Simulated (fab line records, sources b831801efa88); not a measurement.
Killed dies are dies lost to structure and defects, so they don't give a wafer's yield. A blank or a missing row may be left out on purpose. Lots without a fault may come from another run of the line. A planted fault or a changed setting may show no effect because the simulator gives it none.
Which tool did it? | flow sky130 | 24 lots, 72 wafers sampled, at 1 step of a route of 708

WHAT THE GAUGES READ, wafer by wafer
SKY_LDD_N_TW_MEAS_17.
lot  | measured     | on            | LDD_N_TW
L074 | day 17 07:29 | film_metro-02 | 2587 2578 2581
L075 | day 18 03:11 | film_metro-04 | 2583 2574 2570
L076 | day 18 06:48 | film_metro-03 | 2639 2624 2618
L077 | day 18 20:29 | film_metro-04 | 2571 2564 2591
L078 | day 19 10:40 | film_metro-02 | 2568 2576 2567
L079 | day 19 19:45 | film_metro-03 | 2642 2660 2639
L080 | day 20 09:34 | film_metro-02 | 2565 2578 2556
L081 | day 20 09:49 | film_metro-04 | 2572 2573 2568
L082 | day 20 18:16 | film_metro-02 | 2580 2576 2576
L083 | day 21 02:51 | film_metro-02 | 2553 2565 2560
L084 | day 21 16:49 | film_metro-03 | 2622 2604 2626
L086 | day 22 01:40 | film_metro-03 | 2620 2635 2627
L085 | day 22 06:19 | film_metro-04 | 2595 2595 2600
L087 | day 22 17:47 | film_metro-04 | 2597 2599 2597
L088 | day 22 18:52 | film_metro-03 | 2635 2620 2641
L089 | day 23 17:46 | film_metro-04 | 2565 2568 2561
L090 | day 24 03:53 | film_metro-03 | 2666 2650 2654
L091 | day 24 08:55 | film_metro-04 | 2591 2586 2604
L092 | day 24 17:31 | film_metro-02 | 2574 2577 2577
L093 | day 24 18:38 | film_metro-02 | 2564 2572 2567
L094 | day 25 03:22 | film_metro-02 | 2553 2564 2573
L095 | day 25 10:09 | film_metro-03 | 2655 2658 2639
L097 | day 26 17:24 | film_metro-04 | 2602 2601 2591
L096 | day 28 00:15 | film_metro-02 | 2577 2577 2566

WHICH TOOL RAN EACH LOT (tool, then ch and the chambers of the sampled wafers, then the start)
The record holds no process step before these readings.

WHAT THE TOOLS THEMSELVES READ (means of the sampled wafers that have a number; where no wafer has one, the mark that the record gives instead)
The record holds no such reading with a usual standard deviation.

THE ANSWER, worked out from the rows above alone
Rule: what is usual is taken from the lots themselves. Put in order of their means at a reading, lots are off if they are a third of the lots or fewer, leave a main group of 4 or more, and stand apart from it by a gap of 3 or more times the standard deviation of the main group's means; of several such gaps the widest counts. A main group whose means are all the same, to the digits that the tables above print for the reading, isn't used. A lot without any number at a reading at which 4 lots or more have one is off too. The other lots that the step has rows for count as sound. The gauges are gone through in route order, then the tools' own readings, and for those a lot's mean is taken as printed above. The first step at which some lot is off is used, and at that step the reading that is off furthest; a lot without a number counts as furthest.
No lot is off at any reading shown: from this, nothing can be told.

WHAT THE SIMULATOR HAD PUT IN
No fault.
